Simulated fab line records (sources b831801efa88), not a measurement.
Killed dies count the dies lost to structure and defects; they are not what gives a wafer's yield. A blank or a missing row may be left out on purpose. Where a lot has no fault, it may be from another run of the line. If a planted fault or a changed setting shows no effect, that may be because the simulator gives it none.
fab line records -- flow sky130
record: lots: 6, wafers: 18, last-day: 50
route steps=708 shown VT_ADJUST_PCH@144 SONOS_TUNNEL@154 PAD_OPEN@708
lots with no fault: from the same line, run without faults
start-h: the number of hours between the record's first day and the start of the first shown wafer of the lot -- wait-h: how many hours have passed since the lot's step before this one -- " same as the row above -- L1.1+2: several wafers, shown together as one row -- - either no value or no given start -- * or withheld: withheld -- < > ~ a bound
route shown NAME@n: NAME is a module with steps in the file, n the number in the route of the first one -- usual: the fault-free wafers' mean and standard deviation -- same: alike in all rows -- chamber/n: place in a boat -- sites: per-site readings -- _std_site: standard deviation of those values -- _edge_site: inner sites' mean taken away from outer sites' mean -- radius-mm: for every site, how far away it sits from the centre of the wafer -- mask NAME#n: copy n -- behind: the most recent tool/chamber to have shaped the wafer -- hold: the reason the lot was held/the length of the hold in hours/how it ended -- device: whichever transistor did not switch (one of n, p or np) -- end of line: at the end of the route, the tests of the same wafers -- a step given without rows: its recipe and nothing more -- killed: the dies lost at the first sort to structure and to defects; this is not the yield of the wafer -- map: a wafer's dies, marking killed ones x, the rest . and places with no die _
set.NAME: the setting the step ran with; set.NAME@STEP: the setting that earlier step ran with -- model.NAME: the simulator's own value behind a step, which no gauge read
lots at some steps of the route; a table a step, a row a wafer
services: when a tool's chamber went out of use (start-h, in hours from the record's first day, below 0 if earlier), for how many hours, and the reason
== steps ==
step: SKY_VT_ADJUST_PCH_HMDS_01
recipe: prime-time-s: 60, prime-temp-c: 120
step: SKY_VT_ADJUST_PCH_COAT_02
recipe: spin-rpm: 2000, resist-thk-nm: 3000
step: SKY_VT_ADJUST_PCH_SOFTBAKE_03
recipe: temp-c: 110, time-s: withheld
step: SKY_VT_ADJUST_PCH_EXPOSE_04
recipe: mask-id: NWM, na: 0.6, source-shape: conventional, sigma-outer: 0.6, polarization: unpolarized, target-cd-nm: 840, dose-mj: 255
step: SKY_VT_ADJUST_PCH_PEB_05
recipe: temp-c: 115, time-s: withheld
step: SKY_VT_ADJUST_PCH_DEVELOP_06
recipe: wall-angle-deg: 90, developer: TMAH, develop-time-s: 60, dev-temp-c: 23
step: SKY_VT_ADJUST_PCH_OVL_MEAS_07
usual: VT_ADJUST_PCH_OVL: -0.1/1.3
lot.wafer,tool,chamber,start-h,wait-h,VT_ADJUST_PCH_OVL[nm]
L240.2,overlay-01,-,294.85,-,-0.9
L240.4,overlay-01,-,294.85,-,0.3
L240.6,overlay-01,-,294.85,-,0.6
L244.2,overlay-02,-,317.52,-,-2.4
L244.3,overlay-02,-,317.52,-,-2.3
L244.5,overlay-02,-,317.52,-,-1.1
L245.1,overlay-01,-,327.49,-,1.2
L245.2,overlay-01,-,327.49,-,1.3
L245.5,overlay-01,-,327.49,-,0.0
L252.1,overlay-01,-,367.94,-,1.3
L252.3,overlay-01,-,367.94,-,-1.5
L252.4,overlay-01,-,367.94,-,1.4
L253.3,overlay-02,-,379.48,-,-1.3
L253.5,overlay-02,-,379.48,-,0.1
L253.6,overlay-02,-,379.48,-,-1.6
L255.1,overlay-01,-,391.24,-,-1.0
L255.2,overlay-01,-,391.24,-,-1.3
L255.6,overlay-01,-,391.24,-,0.8
step: SKY_VT_ADJUST_PCH_IMPLANT_08
recipe: species: B, energy-kev: 10, dose-cm2: 5e+11, tilt-deg: withheld
step: SKY_VT_ADJUST_PCH_STRIP_09
recipe: chemistry: O2/N2, power-w: 1400, pressure-mtorr: 1500, platen-temp-c: withheld, o2-flow-sccm: 3000, n2-flow-sccm: 300, overash-fraction: 0.5
usual: drypump-motor-current-A: 5.4/0.31, oes-product-au: 0.723/0.0048, strip-time-to-endpoint-s: 36.97/0.11
lot.wafer,tool,chamber,start-h,wait-h,drypump-motor-current-A,oes-product-au,rf-hours-counter-h,strip-time-to-endpoint-s
L240.2,plasma-asher-04,0,295.03,0.1,5.9,0.727,58,37.06
L240.4,plasma-asher-04,1,295.03,0.1,5.8,0.727,-,37.10
L240.6,plasma-asher-04,0,295.03,0.1,5.9,0.716,-,37.16
L244.2,plasma-asher-03,0,317.70,0.1,5.3,0.718,52,37.23
L244.3,plasma-asher-03,1,317.70,0.1,5.2,0.724,-,37.10
L244.5,plasma-asher-03,0,317.70,0.1,5.3,0.734,-,37.07
L245.1,plasma-asher-03,0,327.68,0.1,5.3,0.725,53,36.92
L245.2,plasma-asher-03,1,327.68,0.1,5.3,0.724,53,37.02
L245.5,plasma-asher-03,0,327.68,0.1,5.3,0.721,-,37.12
L252.1,plasma-asher-01,1,368.12,0.1,5.3,0.716,23,37.12
L252.3,plasma-asher-01,0,368.12,0.1,5.1,0.721,-,37.07
L252.4,plasma-asher-01,1,368.12,0.1,5.3,0.714,-,37.02
L253.3,plasma-asher-04,0,379.69,0.1,5.9,0.718,-,36.97
L253.5,plasma-asher-04,0,379.69,0.1,5.9,0.724,-,36.91
L253.6,plasma-asher-04,1,379.69,0.1,5.9,0.717,-,36.97
L255.1,plasma-asher-01,1,391.42,0.1,5.3,0.726,25,37.10
L255.2,plasma-asher-01,0,391.42,0.1,5.1,0.722,25,37.07
L255.6,plasma-asher-01,1,391.42,0.1,5.3,0.723,-,37.02
step: SKY_VT_ADJUST_PCH_TW_MEAS_10
usual: VT_ADJUST_PCH_TW: 141.2/1.2
lot.wafer,tool,chamber,start-h,wait-h,VT_ADJUST_PCH_TW
L240.2,film-metro-03,-,295.14,0.1,140.2
L240.4,film-metro-03,-,295.14,0.1,139.9
L240.6,film-metro-03,-,295.14,0.1,140.7
L244.2,film-metro-02,-,317.81,0.1,139.5
L244.3,film-metro-02,-,317.81,0.1,139.6
L244.5,film-metro-02,-,317.81,0.1,139.0
L245.1,film-metro-02,-,327.78,0.1,139.2
L245.2,film-metro-02,-,327.78,0.1,139.1
L245.5,film-metro-02,-,327.78,0.1,139.1
L252.1,film-metro-02,-,368.22,0.1,140.6
L252.3,film-metro-02,-,368.22,0.1,140.9
L252.4,film-metro-02,-,368.22,0.1,140.3
L253.3,film-metro-02,-,379.77,0.1,140.7
L253.5,film-metro-02,-,379.77,0.1,141.6
L253.6,film-metro-02,-,379.77,0.1,140.6
L255.1,film-metro-03,-,391.52,0.1,141.2
L255.2,film-metro-03,-,391.52,0.1,141.5
L255.6,film-metro-03,-,391.52,0.1,141.3
step: SKY_SONOS_TUNNEL_DEHYDRATE_00
recipe: temp-c: 200, time-s: 60
step: SKY_SONOS_TUNNEL_HMDS_01
recipe: prime-time-s: 60, prime-temp-c: 120
step: SKY_SONOS_TUNNEL_COAT_02
recipe: resist: NOVOLAK, spin-rpm: 3000, resist-thk-nm: 1140
usual: chill-plate-temp-C: 23.00/0.1
lot.wafer,tool,chamber,start-h,wait-h,chill-plate-temp-C,model.NOVOLAK_of_SONOS_TUNNEL_COAT_02.thk-nm
L240.2,litho-track-01,0,307.81,0.1,23.05,1140
L240.4,litho-track-01,0,307.81,0.1,22.96,1144
L240.6,litho-track-01,0,307.81,0.1,22.94,1144
L244.2,litho-track-02,0,330.99,0.1,23.07,1138
L244.3,litho-track-02,0,330.99,0.1,22.83,1136
L244.5,litho-track-02,0,330.99,0.1,22.89,1138
L245.1,litho-track-01,0,340.19,0.1,22.87,1144
L245.2,litho-track-01,0,340.19,0.1,23.03,1142
L245.5,litho-track-01,0,340.19,0.1,23.08,1142
L252.1,litho-track-01,0,381.59,0.1,22.99,914.5
L252.3,litho-track-01,0,381.59,0.1,23.06,911.6
L252.4,litho-track-01,0,381.59,0.1,23.03,915.1
L253.3,litho-track-02,0,393.92,0.1,22.98,1142
L253.5,litho-track-02,0,393.92,0.1,23.20,1140
L253.6,litho-track-02,0,393.92,0.1,22.98,1141
L255.1,litho-track-01,0,405.24,0.1,23.14,916.8
L255.2,litho-track-01,0,405.24,0.1,23.16,914.7
L255.6,litho-track-01,0,405.24,0.1,22.94,914.2
step: SKY_SONOS_TUNNEL_SOFTBAKE_03
recipe: temp-c: 90, time-s: 60, resist: NOVOLAK
step: SKY_SONOS_TUNNEL_EXPOSE_04
recipe: mask-id: TUNM, na: 0.6, source-shape: conventional, sigma-outer: 0.6, polarization: unpolarized, target-cd-nm: 410, dose-mj: 136
step: SKY_SONOS_TUNNEL_PEB_05
recipe: temp-c: withheld, time-s: *, resist: NOVOLAK
step: SKY_SONOS_TUNNEL_DEVELOP_06
recipe: resist: NOVOLAK, developer: TMAH, develop-time-s: 60, dev-temp-c: 23
usual: chill-plate-temp-C: 23.01/0.1, developer-temp-C: 23.00/0.12
lot.wafer,tool,chamber,start-h,wait-h,chill-plate-temp-C,developer-temp-C,model.NOVOLAK_of_SONOS_TUNNEL_COAT_02.thk-nm
L240.2,litho-track-02,0,320.34,0.1,23.13,23.03,1140
L240.4,litho-track-02,0,320.34,0.1,23.18,23.04,1143
L240.6,litho-track-02,0,320.34,0.1,23.10,23.13,1144
L244.2,litho-track-02,0,343.49,0.1,23.05,22.98,1138
L244.3,litho-track-02,0,343.49,0.1,23.05,22.99,1136
L244.5,litho-track-02,0,343.49,0.1,23.01,23.03,1138
L245.1,litho-track-01,0,353.54,0.1,23.06,23.11,1144
L245.2,litho-track-01,0,353.54,0.1,22.95,23.06,1141
L245.5,litho-track-01,0,353.54,0.1,22.99,23.06,1142
L252.1,litho-track-03,0,395.64,0.1,22.88,22.95,914.1
L252.3,litho-track-03,0,395.64,0.1,22.83,22.96,911.2
L252.4,litho-track-03,0,395.64,0.1,22.98,23.02,914.7
L253.3,litho-track-01,0,408.39,0.1,22.99,23.09,1142
L253.5,litho-track-01,0,408.39,0.1,22.88,23.22,1140
L253.6,litho-track-01,0,408.39,0.1,22.98,23.08,1141
L255.1,litho-track-01,0,419.99,0.1,23.09,22.83,916.4
L255.2,litho-track-01,0,419.99,0.1,23.09,22.97,914.3
L255.6,litho-track-01,0,419.99,0.1,23.04,22.91,913.8
step: SKY_SONOS_TUNNEL_CD_MEAS_07
recipe: target-cd-nm: 410
usual: cd-nm: 410.7/1.8
lot.wafer,tool,chamber,start-h,wait-h,cd-nm
L240.2,cd-sem-02,-,320.49,0.1,412.3
L240.4,cd-sem-02,-,320.49,0.1,411.9
L240.6,cd-sem-02,-,320.49,0.1,411.1
L244.2,cd-sem-02,-,343.64,0.1,409.8
L244.3,cd-sem-02,-,343.64,0.1,411.1
L244.5,cd-sem-02,-,343.64,0.1,407.9
L245.1,cd-sem-02,-,353.69,0.1,412.4
L245.2,cd-sem-02,-,353.69,0.1,413.4
L245.5,cd-sem-02,-,353.69,0.1,412.3
L252.1,cd-sem-01,-,395.79,0.1,436.5
L252.3,cd-sem-01,-,395.79,0.1,436.6
L252.4,cd-sem-01,-,395.79,0.1,437.9
L253.3,cd-sem-02,-,408.53,0.1,408.3
L253.5,cd-sem-02,-,408.53,0.1,408.5
L253.6,cd-sem-02,-,408.53,0.1,407.3
L255.1,cd-sem-01,-,420.14,0.1,434.2
L255.2,cd-sem-01,-,420.14,0.1,435.7
L255.6,cd-sem-01,-,420.14,0.1,432.2
step: SKY_SONOS_TUNNEL_OVL_MEAS_08
usual: SONOS_TUNNEL_OVL: 0.2/1.2
lot.wafer,tool,chamber,start-h,wait-h,SONOS_TUNNEL_OVL[nm]
L240.2,overlay-02,-,320.59,0.1,-1.3
L240.4,overlay-02,-,320.59,0.1,0.3
L240.6,overlay-02,-,320.59,0.1,0.9
L244.2,overlay-02,-,343.74,0.1,0.1
L244.3,overlay-02,-,343.74,0.1,-0.3
L244.5,overlay-02,-,343.74,0.1,0.9
L245.1,overlay-02,-,353.81,0.1,0.4
L245.2,overlay-02,-,353.81,0.1,0.3
L245.5,overlay-02,-,353.81,0.1,-1.7
L252.1,overlay-01,-,395.91,0.1,0.8
L252.3,overlay-01,-,395.91,0.1,-0.8
L252.4,overlay-01,-,395.91,0.1,-1.4
L253.3,overlay-01,-,408.62,0.1,0.0
L253.5,overlay-01,-,408.62,0.1,0.0
L253.6,overlay-01,-,408.62,0.1,-1.3
L255.1,overlay-01,-,420.26,0.1,-1.1
L255.2,overlay-01,-,420.26,0.1,-2.1
L255.6,overlay-01,-,420.26,0.1,-0.9
step: SKY_PAD_OPEN_PROBE_99
usual: killed_at_M0_to_M3: 42/6.7, killed_at_M4_up: 3.0/1.9, killed-at-contacts: 24/5.3, killed-at-front-end: 16/4.3, killed-at-other: 0.4/0.71, killed-dies: 85/9.6, killed-open: 46/6.5, killed-short: 39/6.7
same: gross-dies: 492, killed-at-back-side: 0
lot.wafer,tool,chamber,start-h,wait-h,killed_at_M0_to_M3,killed_at_M4_up,killed-at-contacts,killed-at-front-end,killed-at-other,killed-dies,killed-open,killed-short
L244.2,prober-02,-,1159.39,0.1,51,5,25,17,0,98,47,48
L244.3,prober-02,-,1159.44,0.2,37,1,30,17,1,86,45,41
L244.5,prober-02,-,1159.54,0.2,51,6,23,15,0,95,60,34
killed by level:class
L244.2 VIA1:geometric-particle:open=17 METAL2:geometric-particle:short=11 VIA3:geometric-particle:open=8 CONTACT:geometric-particle:open=7 CONTACT:geometric-particle:short=6 POLY_GATE:geometric-particle:short=5 LI_CONTACT:geometric-particle:open=5 VIA1:geometric-particle:short=5
L244.3 VIA1:geometric-particle:open=11 FIELD_ISO:geometric-particle:open=7 LI_CONTACT:geometric-particle:open=6 LOCAL_INTERCONNECT:geometric-particle:short=6 CONTACT:geometric-particle:open=6 LI_CONTACT:geometric-particle:short=5 CONTACT:geometric-particle:short=5 VIA2:geometric-particle:open=5
L244.5 VIA1:geometric-particle:open=15 VIA2:geometric-particle:open=7 CONTACT:geometric-particle:open=6 METAL1:geometric-particle:open=6 FIELD_ISO:geometric-particle:open=5 METAL2:geometric-particle:short=5 LI_CONTACT:geometric-particle:open=5 CONTACT:geometric-particle:short=5
== services ==
tool,chamber,start-h,hours,kind
litho-track-02,-,279.56,-,consumable-replace:filter
plasma-asher-04,-,300.06,2.8,pm
plasma-asher-01,-,346.35,14.6,pm
plasma-asher-03,-,378.53,2.8,pm
plasma-asher-03,-,382.55,1.6,repair
plasma-asher-03,-,419.40,2.6,repair
== key ==
first-sign: step: SKY_SONOS_TUNNEL_CD_MEAS_07, reading: cd-nm, direction: up, sigmas: 14, usual: 410.7, struck: 435.5
effect none on later readings
model-effect: step: SKY_SONOS_TUNNEL_COAT_02, value: NOVOLAK_of_SONOS_TUNNEL_COAT_02.thk-nm, without: 1141, struck: 914.5
model-effect: step: SKY_SONOS_TUNNEL_DEVELOP_06, value: NOVOLAK_of_SONOS_TUNNEL_COAT_02.thk-nm, without: 1140, struck: 914.1
met-at SKY_SONOS_TUNNEL_COAT_02
struck-wafers L252.1,L252.3,L252.4,L255.1,L255.2,L255.6
tester-left-out L252,L255
onset-between 340.19 381.59
also-fits SKY_VT_ADJUST_PCH_STRIP_09:plasma-asher-01
fault: kind: process-parameter-drift, tool: litho-track-01, chamber: -, onset-h: 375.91, steps: SKY_SONOS_TUNNEL_COAT_02, channel: resist-thk-nm, offset: -226.22, shape: step, end-h: 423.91, acts-in: these-recipes-only, stated: 1140
tester-left-out: of these lots the tester's yield and bins aren't shown, on N5 and GAA mostly nor the transistor test; their killed dies are dies lost to structure and defects alone, not to doping, threshold or leakage, so they don't give the yield
